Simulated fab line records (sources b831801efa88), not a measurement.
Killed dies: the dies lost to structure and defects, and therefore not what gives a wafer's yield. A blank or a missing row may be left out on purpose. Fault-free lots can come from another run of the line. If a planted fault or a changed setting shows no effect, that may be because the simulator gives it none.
fab line records	flow sky130
[record] lots = 13	wafers = 39	last_day = 50
route steps=708 shown DNWELL@44 VT_ADJUST_HVTP@95 VT_ADJUST_LVTN@106 VT_ADJUST_PCH@150 POLY_GATE@236
lots that met no fault: taken from a fault-free run of the same line
start_h: start of the lot's first displayed wafer, in hours after the record's first day	wait_h: time in hours since the lot's previous step	" repeats the value in the row above	L1.1+2: a single row standing in for several wafers	- no value, or no start was given	* or withheld: withheld	< > ~ a bound
route shown NAME@n: a module of which the file shows steps, and the number in the route of the first	usual: mean/standard deviation of fault-free wafers	same: alike in all rows	chamber/n: place in a boat	sites: readings site by site	_std_site: standard deviation of those values	_edge_site: the outer-site mean with the inner-site mean subtracted	radius_mm: for every site, how far away it sits from the centre of the wafer	mask NAME#n: copy n	behind: the most recent tool/chamber to have shaped the wafer	hold: reason for holding the lot/hours on hold/outcome of the hold	device: names the non-switching transistor (n, p or np)	end of line: the route-end tests of the same wafers	a step without rows: its recipe alone	killed: not the wafer's yield, but the dies lost to structure and defects at the first sort	map: a wafer's dies, x killed, . not, _ none there
set.NAME: the run value of the setting; set.NAME@STEP: its run value at that earlier step	model.NAME: the simulator's own value behind a step, which no gauge read
route steps across a sampled set of lots; one table per step, one row per wafer
services: a tool's chamber out of use, with start hour (start_h, from the record's first day; less than 0 if before it), hours out, and reason
[[steps]]
[step SKY_DNWELL_TW_MEAS_09]
[usual] DNWELL_TW = 1111/5.8
lot.wafer	tool	chamber	start_h	wait_h	DNWELL_TW
L295.2	film_metro-02	-	60.58	0.1	1112
L295.4	"	-	"	"	1114
L295.5	"	-	"	"	1109
L296.4	film_metro-04	-	65.65	0.1	1093
L296.5	"	-	"	"	1105
L296.6	"	-	"	"	1105
L299.1	film_metro-04	-	81.62	0.1	1113
L299.3	"	-	"	"	1116
L299.5	"	-	"	"	1119
L300.2	film_metro-03	-	88.88	0.1	1113
L300.3	"	-	"	"	1107
L300.6	"	-	"	"	1110
L301.3	film_metro-02	-	95.06	0.1	1107
L301.5	"	-	"	"	1109
L301.6	"	-	"	"	1104
L303.4	film_metro-04	-	105.40	0.1	1109
L303.5	"	-	"	"	1106
L303.6	"	-	"	"	1113
L305.2	film_metro-03	-	117.25	0.1	1105
L305.4	"	-	"	"	1109
L305.5	"	-	"	"	1110
L306.1	film_metro-04	-	122.94	0.1	1118
L306.2	"	-	"	"	1109
L306.6	"	-	"	"	1119
L307.1	film_metro-03	-	125.92	0.1	1105
L307.5	"	-	"	"	1109
L307.6	"	-	"	"	1110
L310.1	film_metro-04	-	147.87	0.1	1114
L310.5	"	-	"	"	1111
L310.6	"	-	"	"	1120
L311.1	film_metro-02	-	152.63	0.1	1121
L311.3	"	-	"	"	1114
L311.5	"	-	"	"	1108
L315.1	film_metro-02	-	174.17	0.1	1099
L315.2	"	-	"	"	1103
L315.5	"	-	"	"	1110
L316.2	film_metro-02	-	178.53	0.1	1106
L316.3	"	-	"	"	1108
L316.6	"	-	"	"	1111
[step SKY_VT_ADJUST_HVTP_STRIP_10]
[recipe] chemistry = O2/N2	power_w = 1400	pressure_mtorr = 1500	platen_temp_c = withheld	o2_flow_sccm = 3000	n2_flow_sccm = 300	overash_fraction = 0.5
[usual] chamber_pressure_mTorr = 1499.9/1.3	drypump_motor_current_A = 5.49/0.28	oes_product_au = 0.715/0.004	strip_time_to_endpoint_s = 14.18/0.04
lot.wafer	tool	chamber	start_h	wait_h	chamber_pressure_mTorr	drypump_motor_current_A	oes_product_au	rf_hours_counter_h	strip_time_to_endpoint_s
L295.2	plasma_asher-02	0	133.23	0.1	1499.3	5.31	0.708	44	14.19
L295.4	"	0	"	"	1499.8	5.28	0.709	-	14.14
L295.5	"	0	"	"	1500.0	5.27	0.720	-	14.12
L296.4	plasma_asher-01	1	137.26	0.1	1502.2	6.19	0.720	-	14.20
L296.5	"	1	"	"	1500.1	6.22	0.715	-	14.20
L296.6	"	0	"	"	1498.2	5.42	0.710	-	14.15
L299.1	plasma_asher-03	1	157.07	0.1	1498.9	5.25	0.716	1	14.20
L299.3	"	0	"	"	1500.4	5.86	0.718	-	14.20
L299.5	"	1	"	"	1500.6	5.24	0.711	-	14.18
L300.2	plasma_asher-02	1	164.33	0.1	1499.8	5.45	0.720	47	14.15
L300.3	"	1	"	"	1499.3	5.45	0.715	-	14.18
L300.6	"	0	"	"	1499.7	5.32	0.714	-	14.14
L301.3	plasma_asher-02	0	172.46	0.1	1500.3	5.30	0.707	-	14.23
L301.5	"	0	"	"	1499.2	5.32	0.707	-	14.18
L301.6	"	1	"	"	1500.4	5.42	0.710	-	14.20
L303.4	plasma_asher-02	0	185.11	0.1	1498.5	5.31	0.713	-	14.17
L303.5	"	1	"	"	1499.2	5.43	0.715	-	14.19
L303.6	"	0	"	"	1500.0	5.33	0.712	-	14.17
L305.2	plasma_asher-02	0	198.11	0.1	1501.3	5.29	0.712	51	14.18
L305.4	"	1	"	"	1501.7	5.42	0.712	-	14.17
L305.5	"	0	"	"	1500.3	5.30	0.718	-	14.15
L306.1	plasma_asher-02	0	204.38	0.1	1499.5	5.31	0.722	51	14.21
L306.2	"	1	"	"	1500.3	5.43	0.718	51	14.20
L306.6	"	0	"	"	1499.2	5.33	0.716	-	14.27
L307.1	plasma_asher-03	1	209.88	0.1	1499.1	5.27	0.720	6	14.10
L307.5	"	0	"	"	1500.0	5.85	0.717	-	14.16
L307.6	"	1	"	"	1499.6	5.27	0.708	-	14.13
L310.1	plasma_asher-02	0	233.71	0.1	1500.4	5.28	0.713	54	14.12
L310.5	"	1	"	"	1499.7	5.42	0.718	-	14.14
L310.6	"	0	"	"	1501.4	5.32	0.719	-	14.14
L311.1	plasma_asher-01	0	240.28	0.1	1497.9	5.44	0.914	46	-
L311.3	"	0	"	"	1504.2	5.45	0.908	-	-
L311.5	"	0	"	"	1496.6	5.45	0.928	-	-
L315.1	plasma_asher-02	0	265.12	0.1	1500.1	5.33	0.709	57	14.15
L315.2	"	1	"	"	1499.3	5.40	0.714	57	14.14
L315.5	"	1	"	"	1499.4	5.41	0.719	-	14.13
L316.2	plasma_asher-02	0	269.13	0.1	1501.2	5.31	0.723	58	14.16
L316.3	"	0	"	"	1499.5	5.31	0.712	-	14.17
L316.6	"	1	"	"	1500.6	5.42	0.717	-	14.18
[step SKY_VT_ADJUST_LVTN_STRIP_09]
[recipe] chemistry = O2/N2	power_w = 1400	pressure_mtorr = 1500	platen_temp_c = withheld	o2_flow_sccm = 3000	n2_flow_sccm = 300	overash_fraction = 0.5
[usual] chamber_pressure_mTorr = 1499.9/1.3	drypump_motor_current_A = 5.6/0.3	oes_product_au = 0.723/0.0051	strip_time_to_endpoint_s = 36.92/0.1
lot.wafer	tool	chamber	start_h	wait_h	chamber_pressure_mTorr	drypump_motor_current_A	oes_product_au	rf_hours_counter_h	strip_time_to_endpoint_s
L295.2	plasma_asher-02	0	152.92	0.1	1500.5	5.3	0.713	47	36.93
L295.4	"	0	"	"	1500.4	5.3	0.724	-	36.91
L295.5	"	1	"	"	1499.6	5.4	0.720	-	36.79
L296.4	plasma_asher-04	1	157.05	0.1	1499.5	6.2	0.727	-	36.95
L296.5	"	1	"	"	1499.3	6.1	0.732	-	36.79
L296.6	"	0	"	"	1501.9	5.7	0.732	-	36.88
L299.1	plasma_asher-03	0	177.15	0.1	1499.7	5.9	0.720	3	36.78
L299.3	"	0	"	"	1500.0	5.9	0.721	-	36.94
L299.5	"	1	"	"	1498.6	5.3	0.727	-	36.82
L300.2	plasma_asher-03	1	185.30	0.1	1499.1	5.2	0.723	4	37.04
L300.3	"	0	"	"	1500.1	5.9	0.716	-	36.96
L300.6	"	0	"	"	1500.3	5.9	0.720	-	36.99
L301.3	plasma_asher-02	0	192.69	0.1	1498.6	5.3	0.719	-	36.88
L301.5	"	1	"	"	1499.3	5.4	0.720	-	36.85
L301.6	"	0	"	"	1500.2	5.3	0.715	-	36.79
L303.4	plasma_asher-02	0	207.64	0.1	1500.0	5.3	0.720	-	36.86
L303.5	"	1	"	"	1499.1	5.4	0.725	-	36.86
L303.6	"	0	"	"	1498.7	5.3	0.725	-	36.70
L305.2	plasma_asher-03	1	220.70	0.1	1500.2	5.2	0.732	7	36.91
L305.4	"	1	"	"	1497.9	5.2	0.724	-	37.07
L305.5	"	0	"	"	1502.4	5.9	0.723	-	36.91
L306.1	plasma_asher-02	0	227.91	0.1	1502.9	5.3	0.731	53	36.88
L306.2	"	1	"	"	1501.2	5.4	0.715	53	36.89
L306.6	"	0	"	"	1499.2	5.3	0.716	-	36.83
L307.1	plasma_asher-02	1	232.97	0.1	1499.9	5.4	0.719	54	36.82
L307.5	"	0	"	"	1501.1	5.3	0.723	-	36.79
L307.6	"	1	"	"	1500.4	5.4	0.722	-	36.79
L310.1	plasma_asher-04	0	256.85	0.1	1498.9	5.7	0.718	57	36.83
L310.5	"	1	"	"	1498.4	6.1	0.719	-	37.07
L310.6	"	0	"	"	1500.4	5.7	0.712	-	36.90
L311.1	plasma_asher-03	1	264.02	0.1	1498.1	5.3	0.730	11	45.96
L311.3	"	1	"	"	1500.3	5.3	0.721	-	45.89
L311.5	"	0	"	"	1499.9	5.9	0.730	-	45.91
L315.1	plasma_asher-03	0	289.77	0.1	1499.5	5.9	0.719	14	36.93
L315.2	"	1	"	"	1500.5	5.3	0.721	14	36.86
L315.5	"	1	"	"	1499.6	5.3	0.733	-	37.04
L316.2	plasma_asher-02	1	294.05	0.1	1501.8	5.4	0.722	60	36.94
L316.3	"	1	"	"	1497.5	5.4	0.721	-	36.93
L316.6	"	1	"	"	1500.1	5.4	0.719	-	36.96
[step SKY_VT_ADJUST_LVTN_TW_MEAS_10]
[usual] VT_ADJUST_LVTN_TW = 242.0/1.7
lot.wafer	tool	chamber	start_h	wait_h	VT_ADJUST_LVTN_TW
L295.2	film_metro-01	-	153.03	0.1	242.6
L295.4	"	-	"	"	242.8
L295.5	"	-	"	"	244.4
L296.4	film_metro-02	-	157.15	0.1	239.9
L296.5	"	-	"	"	243.0
L296.6	"	-	"	"	241.4
L299.1	film_metro-01	-	177.25	0.1	242.7
L299.3	"	-	"	"	242.7
L299.5	"	-	"	"	242.3
L300.2	film_metro-01	-	185.41	0.1	242.9
L300.3	"	-	"	"	240.5
L300.6	"	-	"	"	243.7
L301.3	film_metro-01	-	192.77	0.1	243.2
L301.5	"	-	"	"	243.7
L301.6	"	-	"	"	243.8
L303.4	film_metro-01	-	207.73	0.1	243.1
L303.5	"	-	"	"	242.4
L303.6	"	-	"	"	243.3
L305.2	film_metro-01	-	220.81	0.1	243.7
L305.4	"	-	"	"	242.9
L305.5	"	-	"	"	244.0
L306.1	film_metro-01	-	228.01	0.1	243.5
L306.2	"	-	"	"	243.2
L306.6	"	-	"	"	242.9
L307.1	film_metro-04	-	233.07	0.1	239.3
L307.5	"	-	"	"	239.1
L307.6	"	-	"	"	239.6
L310.1	film_metro-04	-	256.95	0.1	240.0
L310.5	"	-	"	"	241.2
L310.6	"	-	"	"	241.1
L311.1	film_metro-01	-	264.12	0.1	30.4
L311.3	"	-	"	"	30.5
L311.5	"	-	"	"	30.3
L315.1	film_metro-04	-	289.87	0.1	240.6
L315.2	"	-	"	"	240.6
L315.5	"	-	"	"	241.0
L316.2	film_metro-04	-	294.16	0.1	239.8
L316.3	"	-	"	"	239.2
L316.6	"	-	"	"	240.8
[step SKY_VT_ADJUST_PCH_OVL_MEAS_07]
[usual] VT_ADJUST_PCH_OVL = -0.6/1.3
lot.wafer	tool	chamber	start_h	wait_h	VT_ADJUST_PCH_OVL[nm]
L295.2	overlay-01	-	239.51	-	-0.8
L295.4	"	-	"	"	-1.9
L295.5	"	-	"	"	-0.8
L296.4	overlay-02	-	243.74	-	0.3
L296.5	"	-	"	"	-1.6
L296.6	"	-	"	"	-0.1
L299.1	overlay-01	-	267.47	-	-1.4
L299.3	"	-	"	"	-0.2
L299.5	"	-	"	"	-1.0
L300.2	overlay-02	-	278.57	-	-0.6
L300.3	"	-	"	"	0.5
L300.6	"	-	"	"	-0.7
L301.3	overlay-01	-	286.94	-	1.1
L301.5	"	-	"	"	2.3
L301.6	"	-	"	"	-0.7
L303.4	overlay-01	-	302.57	-	-0.8
L303.5	"	-	"	"	0.1
L303.6	"	-	"	"	0.2
L305.2	overlay-01	-	316.82	-	-1.6
L305.4	"	-	"	"	1.0
L305.5	"	-	"	"	0.1
L306.1	overlay-01	-	326.00	-	2.0
L306.2	"	-	"	"	-0.4
L306.6	"	-	"	"	-2.1
L307.1	overlay-02	-	331.75	-	0.7
L307.5	"	-	"	"	0.3
L307.6	"	-	"	"	-0.7
L310.1	overlay-01	-	360.25	-	0.9
L310.5	"	-	"	"	1.0
L310.6	"	-	"	"	0.9
L311.1	overlay-01	-	367.87	-	-3.0
L311.3	"	-	"	"	-0.5
L311.5	"	-	"	"	-1.9
L315.1	overlay-02	-	399.05	-	-0.3
L315.2	"	-	"	"	-1.3
L315.5	"	-	"	"	-2.4
L316.2	overlay-01	-	404.16	-	-4.5
L316.3	"	-	"	"	-1.1
L316.6	"	-	"	"	-2.7
[step SKY_POLY_GATE_CD_MEAS_22]
[usual] cd_nm = 150.2/2.1
lot.wafer	tool	chamber	start_h	wait_h	cd_nm
L295.2	cd_sem-01	-	385.14	0.1	153.0
L295.4	"	-	"	"	149.1
L295.5	"	-	"	"	152.9
L296.4	cd_sem-02	-	391.83	0.2	157.1
L296.5	"	-	"	"	155.3
L296.6	"	-	"	"	151.6
L299.1	cd_sem-02	-	419.24	0.1	148.1
L299.3	"	-	"	"	150.6
L299.5	"	-	"	"	151.0
L300.2	cd_sem-01	-	433.15	0.1	153.2
L300.3	"	-	"	"	150.9
L300.6	"	-	"	"	149.4
L301.3	cd_sem-02	-	444.97	0.1	151.4
L301.5	"	-	"	"	154.5
L301.6	"	-	"	"	150.9
L303.4	cd_sem-01	-	460.76	0.1	150.0
L303.5	"	-	"	"	150.3
L303.6	"	-	"	"	151.0
L305.2	cd_sem-01	-	479.66	0.1	149.7
L305.4	"	-	"	"	148.7
L305.5	"	-	"	"	152.0
L306.1	cd_sem-01	-	487.03	0.1	149.2
L306.2	"	-	"	"	147.0
L306.6	"	-	"	"	148.2
L307.1	cd_sem-02	-	495.17	0.1	149.9
L307.5	"	-	"	"	152.3
L307.6	"	-	"	"	145.7
L310.1	cd_sem-02	-	525.35	0.1	148.7
L310.5	"	-	"	"	150.0
L310.6	"	-	"	"	150.4
L311.1	cd_sem-01	-	533.28	0.1	150.1
L311.3	"	-	"	"	149.7
L311.5	"	-	"	"	150.1
L315.1	cd_sem-02	-	564.22	0.1	148.3
L315.2	"	-	"	"	147.4
L315.5	"	-	"	"	149.7
L316.2	cd_sem-02	-	571.10	0.1	153.4
L316.3	"	-	"	"	149.3
L316.6	"	-	"	"	155.3
[[services]]
tool	chamber	start_h	hours	kind
plasma_asher-01	-	115.77	0.7	repair
plasma_asher-03	0	117.75	-	clean
plasma_asher-03	1	117.75	-	clean
plasma_asher-02	-	126.79	0.8	repair
plasma_asher-03	-	126.83	28.1	pm
plasma_asher-02	-	155.53	4.3	repair
plasma_asher-01	-	248.62	2.9	repair
[[key]]
[first_sign] step = SKY_VT_ADJUST_HVTP_STRIP_10	reading = oes_product_au	direction = up	sigmas = 51	usual = 0.715	struck = 0.916
[effect] step = SKY_VT_ADJUST_LVTN_STRIP_09	reading = strip_time_to_endpoint_s	direction = up	sigmas = 86	usual = *	struck = *
[effect] step = SKY_VT_ADJUST_LVTN_TW_MEAS_10	reading = VT_ADJUST_LVTN_TW	direction = down	sigmas = 99+	usual = 242.0	struck = 30.4
met_at SKY_VT_ADJUST_HVTP_STRIP_10
struck_lots L311
sort_left_out L311.1,L311.3,L311.5
tester_left_out L311
not_acting_at SKY_DNWELL_TW_MEAS_09,SKY_VT_ADJUST_PCH_OVL_MEAS_07,SKY_POLY_GATE_CD_MEAS_22
onset_between 137.26 240.28
[fault] kind = strip_aborted	tool = plasma_asher-01	chamber = -	onset_h = 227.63	steps = SKY_VT_ADJUST_HVTP_STRIP_10	offset = 0.77243	end_h = 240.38
// tester_left_out: of these lots the tester's yield and bins aren't shown, on N5 and GAA mostly nor the transistor test; their killed dies are dies lost to structure and defects alone, not to doping, threshold or leakage, so they don't give the yield
// sort_left_out: the simulated sort isn't trusted on such a fault, so these wafers' sort isn't shown, and their yield isn't known
